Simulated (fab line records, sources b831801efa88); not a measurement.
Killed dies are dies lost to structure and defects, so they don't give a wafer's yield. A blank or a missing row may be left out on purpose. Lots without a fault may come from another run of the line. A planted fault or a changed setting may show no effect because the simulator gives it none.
Which tool did it? | flow gf180mcu | 13 lots, 37 wafers sampled, at 6 steps of a route of 602

WHAT THE GAUGES READ, wafer by wafer
GF_V2_THK_MEAS_03. Usual: V2_CVD_02_THK 853 nm, standard deviation 10.
lot  | measured     | on            | V2_CVD_02_THK (nm) | flag
L289 | day 19 02:17 | film_metro-04 | 848 859 850        |
L290 | day 19 13:18 | film_metro-01 | 840 851 859        |
L292 | day 20 03:07 | film_metro-02 | 845 834 830        |
L293 | day 20 20:35 | film_metro-02 | 863 857 865        |
L294 | day 21 02:04 | film_metro-01 | 848 844 864        |
L295 | day 21 14:08 | film_metro-02 | 839 859 853        |
L297 | day 22 10:05 | film_metro-02 | 845 868 872        |
L298 | day 22 20:13 | film_metro-04 | 824 849 855        |
L299 | day 23 06:03 | film_metro-02 | 841 852 844        |
L300 | day 23 12:10 | film_metro-02 | 835 849 858        |
L301 | day 23 18:44 | film_metro-02 | 855 856 858        |
L302 | day 23 23:55 | film_metro-02 | 857 865 864        |
L310 | day 26 14:27 | film_metro-04 | 846                |

GF_V2_RS_MEAS_24: measures by four-point-probe. Usual: V2_W_RS 0.329 ohm/sq, standard deviation 0.0042.
lot  | measured     | on            | V2_W_RS (ohm/sq)  | flag
L289 | day 20 04:04 | film_metro-01 | 0.333 0.327 0.327 |
L290 | day 20 14:43 | film_metro-02 | 0.329 0.328 0.324 |
L292 | day 21 04:22 | film_metro-02 | 0.332 0.329 0.330 |
L293 | day 21 22:01 | film_metro-02 | 0.335 0.336 0.332 |
L294 | day 22 03:21 | film_metro-04 | 0.329 0.322 0.324 |
L295 | day 22 15:02 | film_metro-04 | 0.339 0.338 0.335 |
L297 | day 23 11:18 | film_metro-01 | 0.329 0.338 0.331 |
L298 | day 23 20:17 | film_metro-01 | 0.331 0.330 0.329 |
L299 | day 24 05:35 | film_metro-02 | 0.326 0.322 0.324 |
L300 | day 24 11:29 | film_metro-01 | 0.320 0.323 0.323 |
L301 | day 24 18:10 | film_metro-02 | 0.328 0.333 0.329 |
L302 | day 24 23:16 | film_metro-04 | 0.329 0.332 0.330 |
L310 | day 27 11:49 | film_metro-01 | 0.333             |

GF_M3_RS_MEAS_05: measures by four-point-probe. Usual: M3_ALCU_RS 0.0696 ohm/sq, standard deviation 0.00074.
lot  | measured     | on            | M3_ALCU_RS (ohm/sq)  | flag
L289 | day 20 04:46 | film_metro-03 | 0.0686 0.0691 0.0696 |
L290 | day 20 15:25 | film_metro-02 | 0.0707 0.0694 0.0694 |
L292 | day 21 05:04 | film_metro-02 | 0.0694 0.0692 0.0696 |
L293 | day 21 22:43 | film_metro-02 | 0.0697 0.0706 0.0689 |
L294 | day 22 04:03 | film_metro-01 | 0.0690 0.0691 0.0703 |
L295 | day 22 15:44 | film_metro-03 | 0.0695 0.0693 0.0698 |
L297 | day 23 12:01 | film_metro-03 | 0.0689 0.0688 0.0694 |
L298 | day 23 20:59 | film_metro-03 | 0.0699 0.0683 0.0690 |
L299 | day 24 06:17 | film_metro-03 | 0.0713 0.0712 0.0699 |
L300 | day 24 12:11 | film_metro-02 | 0.0699 0.0694 0.0697 |
L301 | day 24 18:52 | film_metro-01 | 0.0689 0.0685 0.0688 |
L302 | day 24 23:58 | film_metro-03 | 0.0700 0.0700 0.0709 |
L310 | day 27 12:31 | film_metro-03 | 0.0653               | OFF

GF_M3_THK_MEAS_06: measures by xrf. Usual: M3_ALCU_THK 457 nm, standard deviation 5.2.
lot  | measured     | on            | M3_ALCU_THK (nm) | flag
L289 | day 20 04:53 | film_metro-03 | 459 459 456      |
L290 | day 20 15:32 | film_metro-02 | 452 460 459      |
L292 | day 21 05:11 | film_metro-02 | 461 460 458      |
L293 | day 21 22:50 | film_metro-02 | 459 451 461      |
L294 | day 22 04:10 | film_metro-01 | 462 459 451      |
L295 | day 22 15:52 | film_metro-03 | 459 458 456      |
L297 | day 23 12:07 | film_metro-03 | 461 463 456      |
L298 | day 23 21:05 | film_metro-03 | 456 464 460      |
L299 | day 24 06:24 | film_metro-03 | 445 447 454      |
L300 | day 24 12:17 | film_metro-02 | 457 457 457      |
L301 | day 24 18:59 | film_metro-01 | 460 463 461      |
L302 | day 25 00:05 | film_metro-03 | 454 454 448      |
L310 | day 27 12:38 | film_metro-03 | 487              | OFF

WHICH TOOL RAN EACH LOT (tool, then ch and the chambers of the sampled wafers, then the start)
lot  | GF_V2_CMP_04                  | GF_M3_SPUTTER_02
L289 | cmp-02 ch 0,2, day 19 02:21   | pvd_sputter-02, day 20 04:41
L290 | cmp-02 ch 1,2,3, day 19 13:22 | pvd_sputter-01, day 20 15:19
L292 | cmp-02 ch 0,1,3, day 20 03:11 | pvd_sputter-01, day 21 04:59
L293 | cmp-01 ch 2,3, day 20 20:38   | pvd_sputter-03, day 21 22:38
L294 | cmp-02 ch 0,3, day 21 02:07   | pvd_sputter-02, day 22 03:58
L295 | cmp-02 ch 1,2, day 21 14:12   | pvd_sputter-01, day 22 15:39
L297 | cmp-02 ch 0,1,2, day 22 10:10 | pvd_sputter-02, day 23 11:53
L298 | cmp-02 ch 0,1, day 22 20:19   | pvd_sputter-03, day 23 20:52
L299 | cmp-01 ch 0,3, day 23 06:06   | pvd_sputter-03, day 24 06:10
L300 | cmp-01 ch 2,3, day 23 12:16   | pvd_sputter-03, day 24 12:04
L301 | cmp-02 ch 0,1,2, day 23 18:48 | pvd_sputter-01, day 24 18:46
L302 | cmp-01 ch 1,2, day 23 23:58   | pvd_sputter-01, day 24 23:52
L310 | cmp-01 ch 1, day 26 14:33     | pvd_sputter-01, day 27 12:25
- GF_V2_CMP_04: polishes SiO2.
- GF_M3_SPUTTER_02: material AlCu, target thk 450 nm, time 23.9 s.

WHAT THE TOOLS THEMSELVES READ (means of the sampled wafers that have a number; where no wafer has one, the mark that the record gives instead)
GF_V2_CMP_04. Usual: head_pressure_psi 4.001 psi, standard deviation 0.0088; motor_current_A 12.9 A, standard deviation 1.3; time_to_endpoint_s 77 s, standard deviation 5.8.
lot  | tool   | head_pressure_psi (psi) | motor_current_A (A) | time_to_endpoint_s (s) | flag
L289 | cmp-02 | 4.000                   | 12.4                | 77                     |
L290 | cmp-02 | 4.003                   | 13.2                | 78                     |
L292 | cmp-02 | 3.996                   | 12.7                | 69                     |
L293 | cmp-01 | 4.002                   | 13.4                | 86                     |
L294 | cmp-02 | 4.004                   | 11.9                | 71                     |
L295 | cmp-02 | 4.000                   | 14.1                | 73                     |
L297 | cmp-02 | 4.003                   | 13.4                | 80                     |
L298 | cmp-02 | 4.001                   | 12.4                | 72                     |
L299 | cmp-01 | 4.000                   | 12.7                | 78                     |
L300 | cmp-01 | 4.005                   | 13.8                | 80                     |
L301 | cmp-02 | 4.003                   | 13.2                | 82                     |
L302 | cmp-01 | 3.998                   | 13.9                | 86                     |
L310 | cmp-01 | 4.014                   | 12.2                | 75                     |

GF_M3_SPUTTER_02. Usual: cathode_dc_power_W 10600 W, standard deviation 1.7; throttle_valve_pct 30.0 %, standard deviation 0.95.
lot  | tool           | cathode_dc_power_W (W) | throttle_valve_pct (%) | flag
L289 | pvd_sputter-02 | 10599                  | 31.3                   |
L290 | pvd_sputter-01 | 10601                  | 29.7                   |
L292 | pvd_sputter-01 | 10600                  | 29.9                   |
L293 | pvd_sputter-03 | 10602                  | 29.3                   |
L294 | pvd_sputter-02 | 10600                  | 31.2                   |
L295 | pvd_sputter-01 | 10600                  | 30.0                   |
L297 | pvd_sputter-02 | 10600                  | 30.4                   |
L298 | pvd_sputter-03 | 10601                  | 28.6                   |
L299 | pvd_sputter-03 | 10600                  | 29.2                   |
L300 | pvd_sputter-03 | 10600                  | 28.9                   |
L301 | pvd_sputter-01 | 10600                  | 29.8                   |
L302 | pvd_sputter-01 | 10599                  | 29.9                   |
L310 | pvd_sputter-01 | 11220                  | 29.5                   | OFF

THE ANSWER, worked out from the rows above alone
Rule: a lot is off if the mean of its wafers that have a number lies more than 3 standard deviations from the usual mean. A lot without any number at a reading at which 4 lots or more have one is off too. The other lots that the step has rows for count as sound. The gauges are gone through in route order, then the tools' own readings, and for those a lot's mean is taken as printed above. The first step at which some lot is off is used, and at that step the reading that is off furthest; a lot without a number counts as furthest.
Off: L310, at GF_M3_RS_MEAS_05 (M3_ALCU_RS).
A tool fits if, at a process step before that reading, it ran every lot that is off, and no sound lot after the first of them. The gauges at GF_M3_RS_MEAS_05 aren't tried: what is off there is off at GF_M3_SPUTTER_02 too, on other tools, and a gauge's error can't cause that. Can't be told from this: 2 tools fit, cmp-01 at GF_V2_CMP_04, pvd_sputter-01 at GF_M3_SPUTTER_02.

WHAT THE SIMULATOR HAD PUT IN
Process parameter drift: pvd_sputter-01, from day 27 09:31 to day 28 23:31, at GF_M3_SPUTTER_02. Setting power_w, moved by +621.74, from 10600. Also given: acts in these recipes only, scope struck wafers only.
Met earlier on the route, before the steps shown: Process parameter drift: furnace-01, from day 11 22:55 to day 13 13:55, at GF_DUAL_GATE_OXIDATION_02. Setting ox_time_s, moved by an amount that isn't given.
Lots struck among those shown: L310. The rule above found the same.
